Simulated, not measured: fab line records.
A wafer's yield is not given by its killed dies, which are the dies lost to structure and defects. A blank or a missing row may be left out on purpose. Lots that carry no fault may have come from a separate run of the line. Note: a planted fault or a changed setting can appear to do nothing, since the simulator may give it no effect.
Struck lot and sound lot, side by side | flow sfqLine | 17 out of 325 route steps
Sound: these wafers, L365.1, L365.2, L365.6. Struck: wafer L356.1. (L356.4 of the same lot was not struck and is left out.) The cause comes at the end.
Order at every step that has rows: each side's tool, ch and its chambers, its first start. Under that, the readings that differ: sound wafers | struck wafers | difference of the means | sigmas: that difference in standard deviations of wafers without a fault.
alike: a reading whose means differ by less than 2 such deviations, as well as words and numbers matching on both sides. not compared: withheld readings; readings where some wafer has no value; bounds like >300 that might hide an equal value; numbers whose values overlap and for which the record gives no deviation.
Wherever a step has rows on one side only, a row that says differs or no value, or a row with sigmas, the two part there. Non-overlapping numbers with no deviation appear without sigmas and do not part them. A reading missing from all wafers of one side parts the sides only when that side holds two or more wafers.

SFQ_TRILAYER_I3_VIA_BARC_OPEN_VIA_ETCH_121: etches BARC in O2, target depth 125 nm, time 41.7 s.
  sound on rieDiel-03 ch 0,2,3, day 53 09:01; struck on rieDiel-03 ch 0, day 48 04:16
  alike: drypumpMotorCurrentA, oesProductAu
  not compared: rfHoursCounterH
SFQ_TRILAYER_I3_VIA_ETCH_VIA_ETCH_088: etches SiO2 in CHF3, stops on Nb, target depth 260 nm.
  sound on rieDiel-03 ch 0,2,3, day 53 09:03; struck on rieDiel-03 ch 0, day 48 04:19
  alike: drypumpMotorCurrentA, oesProductAu
SFQ_TRILAYER_I3_VIA_STRIP_STRIP_089: strips in O2.
  sound on rieMetal-01 ch 0,1, day 53 09:10; struck on rieMetal-03 ch 0, day 48 04:25
  alike: drypumpMotorCurrentA, heBacksideLeakSccm, oesProductAu, platenTempC
  not compared: rfHoursCounterH
then, 2 steps without rows for these wafers: SFQ_TRILAYER_I3_VIA_STRIP_SOLV_CLEAN_090 (cleans in NMP, time 600 s); SFQ_TRILAYER_M4_DEP_PRE_CLEAN_092 (time 22.5 s).
SFQ_TRILAYER_M4_DEP_SPUTTER_091: material Nb, target thk 200 nm, time 133.3 s.
  sound on pvdSputter-06 at day 53 09:58; struck on pvdSputter-06 at day 48 05:14
  alike: throttleValvePct
SFQ_M4_RS_MEAS_924: the measuring method here is four-point-probe.
  sound on filmMetro-03 at day 53 10:04; struck on filmMetro-01 at day 48 05:19
  alike: M4_NB_RS
then, 4 steps without rows for these wafers: SFQ_TRILAYER_M4_LITHO_COAT_098 (resist thk 62 nm); SFQ_TRILAYER_M4_LITHO_COAT_093 (resist thk 600 nm); SFQ_TRILAYER_M4_LITHO_SOFTBAKE_097; SFQ_TRILAYER_M4_LITHO_EXPOSE_094 (exposes mask M4, target cd 500 nm).
-- the record jumps here: 5 days lie between the struck wafers' starts before and after --
SFQ_TRILAYER_M4_LITHO_PEB_096: peb time 60 s.
  sound on lithoTrack-03 ch 0, day 57 15:47; struck on lithoTrack-03 ch 0, day 53 16:59
  alike: chillPlateTempC
then, 1 step without rows for these wafers: SFQ_TRILAYER_M4_LITHO_DEVELOP_095 (time 60 s).
SFQ_M4_OVL_MEAS_926:
  sound on overlay-01 at day 57 16:05; struck on overlay-01 at day 53 17:17
  alike: M4_OVL
SFQ_TRILAYER_M4_BARC_OPEN_METAL_ETCH_123: etches BARC in O2, target depth 125 nm, time 41.7 s.
  sound on rieMetal-02 ch 0,1, day 57 16:08; struck on rieMetal-02 ch 0, day 53 17:20
reading            | sound           | struck | difference | sigmas
model.M4.cdNm (nm) | 501.3 501 499.4 | 484.6  | -16.0      | 
  alike: drypumpMotorCurrentA, heBacksideLeakSccm, oesProductAu
  not compared: rfHoursCounterH
SFQ_TRILAYER_M4_ETCH_METAL_ETCH_096: etches Nb in Cl2/Ar, stops on SiO2, target depth 240 nm, time 120 s.
  sound on rieMetal-02 ch 0,1, day 57 16:11; struck on rieMetal-02 ch 0, day 53 17:25
reading            | sound             | struck | difference | sigmas
model.M4.cdNm (nm) | 500.2 500.3 497.8 | 484.4  | -15.0      | 
  alike: drypumpMotorCurrentA, heBacksideLeakSccm, oesProductAu
  not compared: rfHoursCounterH
SFQ_TRILAYER_M4_STRIP_STRIP_097: strips in O2.
  sound on rieMetal-02 ch 0,1, day 57 16:19; struck on rieMetal-02 ch 0, day 53 17:35
  alike: drypumpMotorCurrentA, heBacksideLeakSccm, oesProductAu, platenTempC
  not compared: rfHoursCounterH

## WHERE THEY PART
Nowhere in this record.

WHY: the cause the simulator had injected
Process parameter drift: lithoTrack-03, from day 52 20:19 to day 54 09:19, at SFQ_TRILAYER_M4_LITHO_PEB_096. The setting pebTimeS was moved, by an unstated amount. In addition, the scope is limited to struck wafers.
